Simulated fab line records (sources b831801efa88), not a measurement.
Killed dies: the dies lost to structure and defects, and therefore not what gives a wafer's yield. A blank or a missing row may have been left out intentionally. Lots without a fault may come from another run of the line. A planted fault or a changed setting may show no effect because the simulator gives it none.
fab line records | flow sfqLine
record: lots: 7 wafers: 21 lastDay: 80
route steps=325 shown I7@303 M8@311
lots untouched by any fault: they come from a run of this same line in which no faults occurred
startH: the number of hours between the record's first day and the start of the first shown wafer of the lot | waitH: hours elapsed since this lot's preceding step | " unchanged from the row above | L1.1+2: a single row standing in for several wafers | - value missing, or start not given | * or withheld: withheld | < > ~ a bound
route shown NAME@n: a module of which the file shows steps, and the number in the route of the first | usual: mean/standard deviation taken from wafers without a fault | same: alike in all rows | chamber/n: place in a boat | sites: each site's reading | _std_site: their standard deviation | _edge_site: outer sites' mean less inner sites' | radiusMm: for every site, how far away it sits from the centre of the wafer | mask NAME#n: copy n | behind: the most recent tool/chamber to have shaped the wafer | hold: cause of the lot's hold/its duration in hours/its outcome | device: which transistor (n, p or np) failed to switch | end of line: tests run on the same wafers once the route is complete | a step given without rows: its recipe and nothing more | killed: dies that structure and defects cost at the first sort, which is not the same as the wafer's yield | map: shows each die of a wafer: x if killed, . if not, _ if none is there
set.NAME: setting as actually run; set.NAME@STEP: the setting as run at that earlier step | model.NAME: the simulator's own value behind a step, which no gauge read
lots at some steps of the route; a table a step, a row a wafer
services: a tool's chamber out of use, with start hour (startH, from the record's first day; less than 0 if before it), hours out, and reason
== steps ==
step: SFQ_TRILAYER_I7_VIA_LITHO_EXPOSE_188
recipe: maskId: I7 na: 0.6 sourceShape: conventional sigmaOuter: 0.65 targetCdNm: 1000 doseMj: 21.3
step: SFQ_TRILAYER_I7_VIA_LITHO_PEB_190
recipe: pebTempC: 115 pebTimeS: 60 resist: KrF
step: SFQ_TRILAYER_I7_VIA_LITHO_DEVELOP_189
recipe: timeS: 60 resist: KrF
step: SFQ_I7_OVL_MEAS_947
usual: I7_OVL: -4/4.3
columns lot.wafer tool chamber startH waitH I7_OVL[nm]
L825.2 overlay-01 - 1786.96 0.1 2
L825.4 " - " " 2
L825.6 " - " " -3
L837.1 overlay-02 - 1859.66 0.1 -3
L837.4 " - " " -8
L837.5 " - " " -8
L838.1 overlay-02 - 1862.06 0.1 -12
L838.2 " - " " -11
L838.6 " - " " -12
L839.1 overlay-02 - 1869.26 0.1 -2
L839.4 " - " " -7
L839.5 " - " " 0
L842.3 overlay-01 - 1900.33 0.1 2
L842.4 " - " " -3
L842.5 " - " " 0
L843.1 overlay-01 - 1901.52 0.1 -5
L843.3 " - " " -6
L843.4 " - " " -1
L845.4 overlay-01 - 1903.94 0.1 -1
L845.5 " - " " -6
L845.6 " - " " -7
step: SFQ_TRILAYER_I7_VIA_BARC_OPEN_VIA_ETCH_260
recipe: maskMaterial: PR chemistry: O2 targetDepthNm: 125 target: BARC sourceW: 500 biasW: 80 pressureMtorr: 30 timeS: 41.7
usual: drypumpMotorCurrentA: 5.7/0.42 oesProductAu: 0.685/0.0045
columns lot.wafer tool chamber startH waitH drypumpMotorCurrentA oesProductAu rfHoursCounterH
L825.2 rieDiel-03 3 1786.99 0.0 5.5 0.686 3
L825.4 " 2 " " 5.2 0.682 4
L825.6 " 3 " " 5.5 0.686 -
L837.1 rieDiel-02 1 1859.70 0.0 5.5 0.683 21
L837.4 " 1 " " 5.5 0.692 -
L837.5 " 0 " " 5.3 0.683 -
L838.1 rieDiel-03 2 1862.10 0.0 5.1 0.695 5
L838.2 " 3 " " 5.5 0.687 4
L838.6 " 3 " " 5.5 0.683 -
L839.1 rieDiel-01 0 1869.30 0.0 6.6 0.684 1
L839.4 " 1 " " 6.2 0.691 16
L839.5 " 3 " " 6.0 0.688 -
L842.3 rieDiel-02 3 1900.36 0.0 5.2 0.687 0
L842.4 " 2 " " 6.1 0.680 4
L842.5 " 1 " " 5.5 0.686 -
L843.1 rieDiel-01 1 1901.56 0.0 6.2 0.687 16
L843.3 " 2 " " 5.7 0.684 18
L843.4 " 0 " " 6.6 0.690 1
L845.4 rieDiel-02 0 1903.96 0.0 5.3 0.691 13
L845.5 " 2 " " 6.1 0.684 -
L845.6 " 1 " " 5.5 0.686 -
step: SFQ_TRILAYER_I7_VIA_ETCH_VIA_ETCH_190
recipe: target: SiO2 stopOn: Nb maskMaterial: PR taperDeg: 20 chemistry: CHF3 targetDepthNm: 260 sourceW: 500 biasW: 80 pressureMtorr: 30 timeS: withheld
usual: drypumpMotorCurrentA: 5.7/0.41 oesProductAu: 0.856/0.0052
columns lot.wafer tool chamber startH waitH drypumpMotorCurrentA oesProductAu
L825.2 rieDiel-03 3 1787.03 0.0 5.5 0.856
L825.4 " 2 " " 5.1 0.861
L825.6 " 3 " " 5.5 0.855
L837.1 rieDiel-02 1 1859.74 0.0 5.5 0.861
L837.4 " 1 " " 5.6 0.855
L837.5 " 0 " " 5.3 0.862
L838.1 rieDiel-03 2 1862.14 0.0 5.1 0.859
L838.2 " 3 " " 5.5 0.861
L838.6 " 3 " " 5.5 0.861
L839.1 rieDiel-01 0 1869.34 0.0 6.6 0.856
L839.4 " 1 " " 6.2 0.859
L839.5 " 3 " " 6.1 0.863
L842.3 rieDiel-02 3 1900.40 0.0 5.2 0.855
L842.4 " 2 " " 6.1 0.856
L842.5 " 1 " " 5.6 0.853
L843.1 rieDiel-01 1 1901.60 0.0 6.1 0.860
L843.3 " 2 " " 5.6 0.856
L843.4 " 0 " " 6.6 0.858
L845.4 rieDiel-02 0 1904.00 0.0 5.3 0.853
L845.5 " 2 " " 6.1 0.851
L845.6 " 1 " " 5.5 0.853
step: SFQ_TRILAYER_I7_VIA_STRIP_STRIP_191
recipe: gas: O2 powerW: 200 platenTempC: 40 overashFraction: 0.65 chemistry: O2 pressureMtorr: 50
usual: drypumpMotorCurrentA: 5.9/0.63 oesProductAu: 1.003/0.01
same: overashFraction: 0.65
columns lot.wafer tool chamber startH waitH drypumpMotorCurrentA oesProductAu rfHoursCounterH
L825.2 rieMetal-02 1 1787.34 - 6.3 1.001 -
L825.4 " 1 " " 6.3 1.000 -
L825.6 " 1 " " 6.3 0.989 -
L837.1 rieMetal-01 1 1859.85 - 6.3 1.012 21
L837.4 " 0 " " 5.3 0.987 -
L837.5 " 1 " " 6.3 1.010 -
L838.1 rieMetal-02 1 1862.25 - 6.3 1.010 50
L838.2 " 0 " " 6.6 1.001 8
L838.6 " 0 " " 6.5 1.001 -
L839.1 rieMetal-02 0 1869.45 - 6.5 1.001 9
L839.4 " 1 " " 6.3 1.001 -
L839.5 " 0 " " 6.5 1.000 -
L842.3 rieMetal-02 1 1900.71 - 6.3 0.995 -
L842.4 " 0 " " 6.5 0.990 -
L842.5 " 0 " " 6.6 0.988 -
L843.1 rieMetal-01 1 1901.71 - 6.3 1.010 27
L843.3 " 1 " " 6.3 1.015 -
L843.4 " 0 " " 5.3 0.986 -
L845.4 rieMetal-01 0 1904.31 - 5.3 0.992 -
L845.5 " 1 " " 6.3 1.017 -
L845.6 " 0 " " 5.3 0.993 -
step: SFQ_TRILAYER_I7_VIA_STRIP_SOLV_CLEAN_192
recipe: chemistry: NMP tempC: 70 timeS: 600
step: SFQ_TRILAYER_M8_LITHO_LOR_COAT_197
recipe: resist: lift-off spinRpm: 3000
step: SFQ_TRILAYER_M8_LITHO_LOR_BAKE_198
recipe: resist: lift-off tempC: withheld timeS: withheld
step: SFQ_TRILAYER_M8_LITHO_COAT_193
recipe: resist: KrF spinRpm: 3000 resistThkNm: 600
step: SFQ_TRILAYER_M8_LITHO_SOFTBAKE_199
recipe: tempC: withheld timeS: withheld resist: KrF
step: SFQ_TRILAYER_M8_LITHO_EXPOSE_194
recipe: maskId: M8 na: 0.6 sourceShape: conventional sigmaOuter: 0.65 targetCdNm: 2000 doseMj: 14.4
usual: exposureDoseMJCm2: 14.399/0.015 focusOffsetNm: -0.1/0.52
columns lot.wafer tool chamber startH waitH mask exposureDoseMJCm2 focusOffsetNm
L825.2 krfScanner-01 0 1830.95 - M8#0 14.410 -0.4
L825.4 " 0 " " M8#0 14.410 0.8
L825.6 " 0 " " M8#0 14.369 0.1
L837.1 krfScanner-01 - 1865.36 - M8#0 - -
L837.4 " - " " M8#0 - -
L837.5 " - " " M8#0 - -
L838.1 krfScanner-01 - 1866.56 - M8#0 - -
L838.2 " - " " M8#0 - -
L838.6 " - " " M8#0 - -
L839.1 krfScanner-01 - 1871.52 - M8#0 - -
L839.4 " - " " M8#0 - -
L839.5 " - " " M8#0 - -
L842.3 krfScanner-01 0 1910.02 - M8#0 14.368 0.4
L842.4 " 0 " " M8#0 14.387 0.4
L842.5 " 0 " " M8#0 14.396 0.5
L843.1 krfScanner-01 0 1910.82 - M8#0 14.377 -0.2
L843.3 " 0 " " M8#0 14.395 -0.8
L843.4 " 0 " " M8#0 14.381 -0.8
L845.4 krfScanner-01 0 1913.82 - M8#0 14.406 -0.2
L845.5 " 0 " " M8#0 14.414 -0.2
L845.6 " 0 " " M8#0 14.422 -0.3
step: SFQ_TRILAYER_M8_LITHO_PEB_196
recipe: pebTempC: 115 pebTimeS: 60 resist: KrF
== services ==
columns tool chamber startH hours kind
rieMetal-01 1 1763.97 1.0 repair
rieMetal-02 0 1768.00 - clean
rieMetal-02 0 1768.00 - consumableReplace:focusRing
rieMetal-02 0 1768.00 22.4 scheduledDown
rieMetal-02 0 1768.00 22.4 ventCycle
rieDiel-01 - 1774.22 0.3 repair
rieMetal-01 - 1774.68 4.0 pm
rieDiel-01 0 1806.61 - clean
rieDiel-01 0 1806.61 18.4 scheduledDown
rieDiel-01 0 1806.61 18.4 ventCycle
rieMetal-02 - 1810.60 1.4 pm
rieDiel-03 1 1818.90 54.2 repair
rieDiel-01 3 1826.60 12.8 repair
krfScanner-01 - 1829.75 1.0 pm
krfScanner-01 - 1831.95 1.3 pm
rieDiel-01 - 1838.14 0.4 repair
rieDiel-02 3 1844.19 - clean
rieDiel-02 3 1844.19 27.9 scheduledDown
rieDiel-02 3 1844.19 27.9 ventCycle
rieDiel-02 0 1850.44 5.2 repair
rieDiel-02 3 1886.60 10.9 repair
krfScanner-01 - 1892.40 4.0 pm
krfScanner-01 - 1908.68 0.5 repair
== key ==
firstSign: step: SFQ_TRILAYER_M8_LITHO_EXPOSE_194 reading: toolRecord direction: missing
effect none on later readings
metAt SFQ_TRILAYER_M8_LITHO_EXPOSE_194
struckWafers L837.1,L837.4,L837.5,L838.1,L838.2,L838.6,L839.1,L839.4,L839.5
onsetBetween 1830.95 1865.36
fault: kind: skippedStepWhole tool: krfScanner-01 chamber: - onsetH: 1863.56 steps: SFQ_TRILAYER_M8_LITHO_EXPOSE_194 scope: struckLotsOnly
